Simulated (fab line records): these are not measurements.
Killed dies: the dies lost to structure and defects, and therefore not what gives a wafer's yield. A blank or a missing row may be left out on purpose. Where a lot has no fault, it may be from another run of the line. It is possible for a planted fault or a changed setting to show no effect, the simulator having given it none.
Matching of chambers	flow gf180mcu	GF_CONTACT_CMP_04 on cmp-02: 3 sister chambers
The step polishes SiO2. 6 wafers are shown with their chamber, then 3 later ones without.

== WAFERS WITH THEIR CHAMBER ==
wafer	chamber	motorCurrentA (A)	timeToEndpointS (s)
L254.1	3	13.0	109
L260.1	0	11.4	98
L260.2	2	14.1	103
L260.6	0	11.3	107
L262.2	3	13.1	112
L262.5	2	13.3	112

== WAFERS WITHOUT THEIR CHAMBER ==
wafer	motorCurrentA (A)	timeToEndpointS (s)
L266.4	12.8	115
L267.1	11.5	110
L267.2	13.8	119

== WHICH CHAMBER EACH WENT THROUGH ==
wafer	from the rows above	in truth
L266.4	can't be placed: 3 or 2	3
L267.1	0	0
L267.2	can't be placed: 2 or 3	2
Correctly placed: 1 of 3. Not placeable from these rows: 2 (in 2, the candidates include the true chamber). 0 placed wrongly.
How it was worked out, from the rows above alone: a wafer's distance from a chamber is the root of the sum, over the readings, of the square of ((its reading less the chamber's mean) divided by the reading's scatter). If the next closest chamber is less than 2 further off than the closest, the wafer can't be placed; otherwise it belongs to the closest. For every chamber, the mean is computed from those of its wafers that are shown. The scatter: take each reading less its chamber's mean, square it, sum over the shown wafers, divide by the number of wafers less the number of chambers, and take the root.
